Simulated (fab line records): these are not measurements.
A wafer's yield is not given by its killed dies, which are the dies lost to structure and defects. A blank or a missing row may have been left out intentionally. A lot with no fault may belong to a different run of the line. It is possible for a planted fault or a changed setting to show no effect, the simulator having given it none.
Commonality check across tools -- flow sky130 -- 33 wafers sampled across 11 lots

WHAT PROMPTED THE OPENING
Of 11 lots, 2 have the reading VT_ADJUST_HVTR_TW flagged at SKY_VT_ADJUST_HVTR_TW_MEAS_11. Wafers without a fault read 211.3, standard deviation 3.
Rule: a lot gets a flag if all its wafers with a number sit over 4 standard deviations from that mean, or if no wafer of it has a number. As for the other lots, they are considered sound.

lot,measured,on,"VT_ADJUST_HVTR_TW, wafer by wafer",flag
L512,day 9 18:50,film_metro-03,214.4 214.7 213.7,
L514,day 10 09:36,film_metro-02,211.6 211.3 212.8,
L515,day 10 16:23,film_metro-03,213.6 214.9 213.8,
L516,day 10 22:38,film_metro-03,214.7 214.8 214.6,
L517,day 11 11:19,film_metro-02,210.6 210.5 210.2,
L523,day 13 18:21,film_metro-01,114.0 113.6 114.6,FLAGGED
L526,day 14 03:58,film_metro-02,113.1 112.6 113.7,FLAGGED
L527,day 14 11:22,film_metro-02,211.1 210.4 211.2,
L528,day 14 20:43,film_metro-03,214.5 214.1 214.6,
L531,day 15 13:41,film_metro-01,208.8 207.9 208.2,
L534,day 16 23:19,film_metro-03,216.1 214.2 214.5,
Average over the flagged lots: 113.6; offset from the usual -97.7, equal to -33 standard deviations.

EACH LOT AND THE TOOL IT RAN ON
3 process steps preceding the reading are held in the record, out of 708 steps in the route. Every cell lists first the tool, next ch and the chambers used by the sampled wafers, and last the start.
lot,flag,SKY_FIELD_ISO_ETCH_17,SKY_VT_ADJUST_NCORE_STRIP_10,SKY_VT_ADJUST_HVTR_IMPLANT_09
L512,,"rie_si-01 ch 0,1,2, day 2 10:31","plasma_asher-01 ch 0,1, day 8 21:10","implanter-02 ch 0, day 9 18:35"
L514,,"rie_si-02 ch 0,3, day 2 20:26","plasma_asher-03 ch 0,1, day 9 10:34","implanter-02 ch 0, day 10 09:22"
L515,,"rie_si-02 ch 0,1, day 3 02:02","plasma_asher-04 ch 0,1, day 9 17:43","implanter-03 ch 0, day 10 16:08"
L516,,"rie_si-01 ch 0,2,3, day 3 07:29","plasma_asher-01 ch 0,1, day 9 22:44","implanter-02 ch 0, day 10 22:23"
L517,,"rie_si-01 ch 1,2,3, day 3 13:32","plasma_asher-03 ch 0,1, day 10 11:57","implanter-02 ch 0, day 11 11:05"
L523,FLAGGED,"rie_si-02 ch 1,2, day 4 20:25","plasma_asher-01 ch 0,1, day 12 16:58","implanter-02 ch 0, day 13 18:07"
L526,FLAGGED,"rie_si-01 ch 2,3, day 5 14:50","plasma_asher-03 ch 0,1, day 13 01:48","implanter-02 ch 0, day 14 03:46"
L527,,"rie_si-02 ch 0,1,2, day 5 17:05","plasma_asher-01 ch 0,1, day 13 08:52","implanter-04 ch 0, day 14 11:07"
L528,,"rie_si-02 ch 0,2,3, day 5 23:56","plasma_asher-03 ch 0,1, day 13 18:32","implanter-04 ch 0, day 14 20:28"
L531,,"rie_si-02 ch 0,1,3, day 6 12:23","plasma_asher-01 ch 0,1, day 14 10:01","implanter-03 ch 0, day 15 13:27"
L534,,"rie_si-01 ch 0,1,2, day 7 04:22","plasma_asher-03 ch 0,1, day 15 18:28","implanter-02 ch 0, day 16 23:04"
What these steps do:
- SKY_FIELD_ISO_ETCH_17: etches Si in HBr/Cl2/O2, target depth 342 nm, time 97.7 s.
- SKY_VT_ADJUST_NCORE_STRIP_10: strips in O2/N2.
- SKY_VT_ADJUST_HVTR_IMPLANT_09
- SKY_VT_ADJUST_HVTR_TW_MEAS_11

FLAGGED OVER TOTAL, TOOL BY TOOL (the gauges that took the reading come last)
step,tool,lots run,flagged,share of the flagged lots,sound lots run after its first flagged lot
SKY_FIELD_ISO_ETCH_17,rie_si-01,5,1,some,1 (L534)
SKY_FIELD_ISO_ETCH_17,rie_si-02,6,1,some,"3 (L527,L528,L531)"
SKY_VT_ADJUST_NCORE_STRIP_10,plasma_asher-01,5,1,some,"2 (L527,L531)"
SKY_VT_ADJUST_NCORE_STRIP_10,plasma_asher-03,5,1,some,"2 (L528,L534)"
SKY_VT_ADJUST_NCORE_STRIP_10,plasma_asher-04,1,0,none,-
SKY_VT_ADJUST_HVTR_IMPLANT_09,implanter-02,7,2,all,1 (L534)
SKY_VT_ADJUST_HVTR_IMPLANT_09,implanter-03,2,0,none,-
SKY_VT_ADJUST_HVTR_IMPLANT_09,implanter-04,2,0,none,-
SKY_VT_ADJUST_HVTR_TW_MEAS_11,film_metro-01,2,1,some,1 (L531)
SKY_VT_ADJUST_HVTR_TW_MEAS_11,film_metro-02,4,1,some,1 (L527)
SKY_VT_ADJUST_HVTR_TW_MEAS_11,film_metro-03,5,0,none,-

THE TABLE: WHAT IT ALLOWS
1 row of the table ran every flagged lot: implanter-02 at SKY_VT_ADJUST_HVTR_IMPLANT_09.
- implanter-02 at SKY_VT_ADJUST_HVTR_IMPLANT_09: 2 of its 7 lots flagged. Lots that were sound ran on it after the first flagged one (L534); a persistent fault on the entire tool would not allow that. Its own readings lie more than 4 standard deviations out on every wafer of the flagged lots: dose_ions_cm2, faraday_current_uA.
Every row of the table either missed a flagged lot or ran a sound lot after the first.

WHAT THE SIMULATOR PUT IN
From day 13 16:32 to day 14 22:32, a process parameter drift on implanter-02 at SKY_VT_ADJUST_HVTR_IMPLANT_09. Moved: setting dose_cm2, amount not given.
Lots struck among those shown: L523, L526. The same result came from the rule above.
